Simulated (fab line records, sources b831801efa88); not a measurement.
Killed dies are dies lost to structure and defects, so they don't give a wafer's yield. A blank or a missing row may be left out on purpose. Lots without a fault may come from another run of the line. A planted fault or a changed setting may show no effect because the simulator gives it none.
fab line records | flow gf180mcu
record lots=5 wafers=15 last_day=34
route steps=602 shown V5@551
lots that met no fault: from a run of the same line without faults
start_h: hours from the record's first day to the start of the lot's first wafer shown | wait_h: hours since the lot's step before | " the same as in the row above | L1.1+2: a row that stands for several wafers | - no value, or no start given | * or withheld: withheld | < > ~ a bound
route shown NAME@n: a module of which the file shows steps, and the number in the route of the first | usual: mean/standard deviation of fault-free wafers | same: alike in all rows | chamber/n: place in a boat | sites: the reading at each site | _std_site: their standard deviation | _edge_site: outer sites' mean less inner sites' | radius_mm: how far each site lies from the wafer's centre | mask NAME#n: copy n | behind: the tool/chamber that last shaped the wafer | hold: why the lot was held/for how many hours/how that ended | device: the transistor (n, p or np) that didn't switch | end of line: the same wafers' tests at the end of the route | a step without rows: its recipe alone | killed: dies lost to structure and defects at the first sort, not the wafer's yield | map: a wafer's dies, x killed, . not, _ none there
set.NAME: the setting as run; set.NAME@STEP: as run at that earlier step | model.NAME: the simulator's own value behind a step, which no gauge read
lots at some steps of the route; a table a step, a row a wafer
services: from which hour (start_h, from the record's first day; less than 0 if before it) a tool's chamber was out of use, for how many hours, and why
## steps
# step GF_V5_EXPOSE_11
# recipe mask_id=Via5 target_cd_nm=260 na=0.68 source_shape=conventional sigma_outer=0.6 dose_mj=38
# step GF_V5_PEB_12
# recipe peb_temp_c=135 peb_time_s=90 resist=KrF
# step GF_V5_DEVELOP_13
# recipe develop_time_s=60 resist=KrF dev_temp_c=21
# step GF_V5_CD_MEAS_14
# recipe target_cd_nm=260
# usual cd_nm=260.1/1.2
# columns lot.wafer tool chamber start_h wait_h cd_nm
L271.1 cd_sem-02 - 654.56 0.1 261.1
L271.2 " - " " 260.3
L271.3 " - " " 259.7
L275.1 cd_sem-01 - 691.98 0.1 261.5
L275.3 " - " " 262.1
L275.4 " - " " 262.8
L282.2 cd_sem-01 - 746.39 0.1 260.0
L282.5 " - " " 261.1
L282.6 " - " " 261.2
L288.1 cd_sem-02 - 770.50 0.1 260.2
L288.3 " - " " 261.5
L288.6 " - " " 261.9
L289.2 cd_sem-01 - 774.46 0.2 261.7
L289.3 " - " " 260.8
L289.5 " - " " 261.0
# step GF_V5_OVL_MEAS_15
# usual V5_OVL=-5/6
# columns lot.wafer tool chamber start_h wait_h V5_OVL[nm]
L271.1 overlay-01 - 654.68 0.1 -18
L271.2 " - " " -6
L271.3 " - " " -18
L275.1 overlay-01 - 692.10 0.1 -11
L275.3 " - " " -10
L275.4 " - " " -14
L282.2 overlay-01 - 746.49 0.1 -2
L282.5 " - " " -2
L282.6 " - " " -5
L288.1 overlay-01 - 770.62 0.1 2
L288.3 " - " " -5
L288.6 " - " " -10
L289.2 overlay-02 - 774.56 0.1 -4
L289.3 " - " " -9
L289.5 " - " " -9
# step GF_V5_ETCH_16
# recipe chemistry=N2/H2 target_depth_a=withheld overetch_a=withheld time_s=withheld target=BARC ion_energy_ev=200 source_w=500 bias_w=100 pressure_mtorr=30 n2_flow_sccm=100 h2_flow_sccm=200
# usual drypump_motor_current_A=5.7/0.59 oes_product_au=0.856/0.0047 rf_fwd_power_W=494.9/2.1 throttle_valve_pct=13.225/0.0092
# columns lot.wafer tool chamber start_h wait_h drypump_motor_current_A oes_product_au rf_fwd_power_W throttle_valve_pct
L271.1 rie_diel-03 1 654.71 0.0 5.8 0.858 496.0 13.229
L271.2 " 2 " " 5.7 0.839 495.2 13.235
L271.3 " 0 " " 6.4 0.860 493.0 13.228
L275.1 rie_diel-01 3 692.14 0.0 4.9 0.858 492.9 13.231
L275.3 " 0 " " 6.4 0.863 494.8 13.230
L275.4 " 0 " " 6.4 0.865 491.8 13.231
L282.2 rie_diel-03 3 746.52 0.0 5.5 0.852 491.2 13.218
L282.5 " 3 " " 5.4 0.853 489.7 13.228
L282.6 " 0 " " 6.4 0.865 493.1 13.205
L288.1 rie_diel-01 1 770.66 0.0 5.9 0.850 497.2 13.211
L288.3 " 3 " " 4.9 0.859 493.9 13.241
L288.6 " 2 " " 6.0 0.862 497.6 13.217
L289.2 rie_diel-02 1 774.59 0.0 5.9 0.851 492.8 13.224
L289.3 " 2 " " 5.3 0.861 497.0 13.234
L289.5 " 0 " " 4.8 0.859 496.9 13.222
# step GF_V5_ETCH_17
# recipe chemistry=C4F8/O2/Ar mask_material=KrF target=SiO2 stop_on=TiN source_w=1500 bias_w=1200 pressure_mtorr=40 c4f8_flow_sccm=withheld O2_flow_sccm=6 Ar_flow_sccm=300 time_s=withheld target_depth_a=8550
# usual oes_product_au=0.860/0.0045 rf_fwd_power_W=1495/4.8
# columns lot.wafer tool chamber start_h wait_h oes_product_au rf_fwd_power_W
L271.1 rie_diel-03 1 - - 0.860 1498
L271.2 " 2 " " 0.861 1492
L271.3 " 0 " " 0.861 1494
L275.1 rie_diel-01 3 - - 0.858 1496
L275.3 " 0 " " 0.861 1496
L275.4 " 0 " " 0.856 1486
L282.2 rie_diel-03 3 - - 0.861 1493
L282.5 " 3 " " 0.861 1484
L282.6 " 0 " " 0.864 1495
L288.1 rie_diel-01 1 - - 0.862 1496
L288.3 " 3 " " 0.862 1502
L288.6 " 2 " " 0.859 1494
L289.2 rie_diel-02 1 - - 0.852 1489
L289.3 " 2 " " 0.856 1497
L289.5 " 0 " " 0.857 1492
# step GF_V5_STRIP_18
# recipe chemistry=O2/N2 power_w=1400 pressure_mtorr=1500 platen_temp_c=250 o2_flow_sccm=3000 n2_flow_sccm=300 overash_fraction=0.5
# usual drypump_motor_current_A=5.8/0.46 heater_power_w=358/22 oes_product_au=0.568/0.005
# columns lot.wafer tool chamber start_h wait_h drypump_motor_current_A heater_power_w oes_product_au rf_hours_counter_h
L271.1 plasma_asher-01 0 654.86 - 5.7 382 0.562 87
L271.2 " 1 " " 5.6 319 0.568 87
L271.3 " 1 " " 5.6 313 0.562 -
L275.1 plasma_asher-02 1 692.29 - 4.9 372 0.578 58
L275.3 " 1 " " 4.9 371 0.574 -
L275.4 " 0 " " 6.0 351 0.568 -
L282.2 plasma_asher-01 1 746.68 - 5.6 316 0.571 97
L282.5 " 0 " " 5.7 379 0.571 -
L282.6 " 1 " " 5.6 309 0.566 -
L288.1 plasma_asher-03 0 770.81 - 6.4 368 0.573 37
L288.3 " 0 " " 6.4 369 0.574 -
L288.6 " 0 " " 6.4 367 0.568 -
L289.2 plasma_asher-03 1 774.75 - 5.8 352 0.572 38
L289.3 " 0 " " 6.4 383 0.560 -
L289.5 " 0 " " 6.5 374 0.559 -
# step GF_V5_STRIP_19
# recipe chemistry=post_etch_residue_remover time_s=1200 temp_c=72.5
# step GF_V5_CLEAN_20
# recipe chemistry=DIW dry=n2_spin
# step GF_V5_SPUTTER_21
# recipe material=Ti target_thk_nm=15 chamber_pressure_pa=5 power_w=2500 substrate_temp_c=200 time_s=80.02
# usual cathode_dc_power_W=2500.0/0.4 throttle_valve_pct=29.9/1.3
# columns lot.wafer tool chamber start_h wait_h cathode_dc_power_W throttle_valve_pct
L271.1 pvd_sputter-02 - 655.40 0.0 2500.3 31.2
L271.2 " - " " 2499.8 28.3
L271.3 " - " " 2499.9 27.9
L275.1 pvd_sputter-03 - 692.86 0.0 2500.2 30.8
L275.3 " - " " 2500.2 31.3
L275.4 " - " " 2500.5 29.5
L282.2 pvd_sputter-01 - 747.22 0.0 2499.3 31.0
L282.5 " - " " 2500.2 29.7
L282.6 " - " " 2499.9 28.0
L288.1 pvd_sputter-03 - 771.38 0.0 2500.3 30.9
L288.3 " - " " 2500.9 29.5
L288.6 " - " " 2499.6 29.3
L289.2 pvd_sputter-01 - 775.28 0.0 2499.6 29.7
L289.3 " - " " 2500.0 30.7
L289.5 " - " " 2499.9 29.4
# step GF_V5_SPUTTER_22
# recipe material=TiN target_thk_nm=10 chamber_pressure_pa=5 power_w=4000 time_s=40
# usual cathode_dc_power_W=4000.0/0.72 throttle_valve_pct=30.0/1.3
# columns lot.wafer tool chamber start_h wait_h cathode_dc_power_W throttle_valve_pct
L271.1 pvd_sputter-02 - 655.46 0.0 3998.9 31.3
L271.2 " - " " 4000.2 28.5
L271.3 " - " " 4001.3 28.0
L275.1 pvd_sputter-03 - 692.92 0.0 3999.2 30.7
L275.3 " - " " 4000.4 30.9
L275.4 " - " " 4000.9 29.5
L282.2 pvd_sputter-01 - 747.28 0.0 3999.3 30.8
L282.5 " - " " 3999.4 29.5
L282.6 " - " " 3999.7 28.0
L288.1 pvd_sputter-03 - 771.44 0.0 3999.4 31.2
L288.3 " - " " 4000.1 29.4
L288.6 " - " " 4000.1 29.7
L289.2 pvd_sputter-01 - 775.34 0.0 4000.8 29.5
L289.3 " - " " 4000.7 30.6
L289.5 " - " " 4001.1 29.6
# step GF_V5_CVD_23
# recipe material=W target_thk_nm=350 time_s=104.9 temp_c=400 pressure_torr=40
# usual heater_power_w=870/35 susceptor_temp_C=400.00/0.19
# columns lot.wafer tool chamber start_h wait_h heater_power_w susceptor_temp_C model.W_of_V5_CVD_23.thk_nm
L271.1 cvd_w-02 1 655.50 0.0 886 399.58 345.4
L271.2 " 0 " " 895 400.31 352.1
L271.3 " 1 " " 892 399.48 344.3
L275.1 cvd_w-02 0 692.96 0.0 863 400.13 360.8
L275.3 " 1 " " 903 399.64 354.9
L275.4 " 0 " " 892 399.92 351
L282.2 cvd_w-01 1 747.32 0.0 876 399.78 340.3
L282.5 " 1 " " 882 400.06 337.7
L282.6 " 0 " " 813 399.87 348.3
L288.1 cvd_w-01 1 771.48 0.0 880 399.91 345.5
L288.3 " 0 " " 818 399.87 349.5
L288.6 " 0 " " 817 399.81 350.2
L289.2 cvd_w-02 0 775.38 0.0 881 399.84 348.1
L289.3 " 0 " " 897 400.20 348.1
L289.5 " 0 " " 920 399.74 354.5
# step GF_V5_RS_MEAS_24
# recipe thk_meas_gauge=four-point-probe reads=W_of_V5_CVD_23+TiN_of_V5_SPUTTER_22+Ti_of_V5_SPUTTER_21
# usual V5_W_RS=0.329/0.0045
# columns lot.wafer tool chamber start_h wait_h V5_W_RS[ohm/sq]
L271.1 film_metro-03 - 655.61 0.1 0.332
L271.2 " - " " 0.325
L271.3 " - " " 0.333
L275.1 film_metro-04 - 693.07 0.1 0.318
L275.3 " - " " 0.323
L275.4 " - " " 0.327
L282.2 film_metro-03 - 747.45 0.1 0.336
L282.5 " - " " 0.340
L282.6 " - " " 0.329
L288.1 film_metro-04 - 771.59 0.1 0.332
L288.3 " - " " 0.329
L288.6 " - " " 0.327
L289.2 film_metro-03 - 775.51 0.1 0.329
L289.3 " - " " 0.328
L289.5 " - " " 0.324
## services
# columns tool chamber start_h hours kind
rie_diel-01 1 633.53 10.9 repair
pvd_sputter-01 0 637.83 - consumable_replace:kit
pvd_sputter-01 0 637.83 18.0 scheduled_down
pvd_sputter-01 0 637.83 18.0 vent_cycle
pvd_sputter-02 - 668.24 8.0 repair
rie_diel-01 2 683.61 4.9 repair
rie_diel-01 1 690.57 - clean
rie_diel-01 1 690.57 17.5 scheduled_down
rie_diel-01 1 690.57 17.5 vent_cycle
rie_diel-03 - 697.52 0.8 repair
rie_diel-03 3 699.27 - clean
rie_diel-03 3 699.27 24.2 scheduled_down
rie_diel-03 3 699.27 24.2 vent_cycle
pvd_sputter-03 0 714.26 - consumable_replace:kit
pvd_sputter-03 0 714.26 18.0 scheduled_down
pvd_sputter-03 0 714.26 18.0 vent_cycle
rie_diel-02 0 737.55 - clean
rie_diel-02 0 737.55 21.9 scheduled_down
rie_diel-02 0 737.55 21.9 vent_cycle
pvd_sputter-02 - 746.84 4.1 repair
cvd_w-02 - 747.17 1.1 repair
pvd_sputter-01 3 758.03 - consumable_replace:kit
pvd_sputter-01 3 758.03 18.0 scheduled_down
pvd_sputter-01 3 758.03 18.0 vent_cycle
## key
first_sign none at tools or gauges
model_effect step=GF_V5_CVD_23 value=W_of_V5_CVD_23.thk_nm without=345.3 struck=357.8
met_at GF_V5_CVD_23
struck_wafers L275.1,L275.3
onset_between 655.50 692.96
fault kind=process_parameter_drift tool=cvd_w-02 chamber=- onset_h=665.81 steps=GF_V5_CVD_23 channel=target_thk_nm offset=12.512 shape=step end_h=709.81 scope=struck_wafers_only acts_in=these_recipes_only stated=350
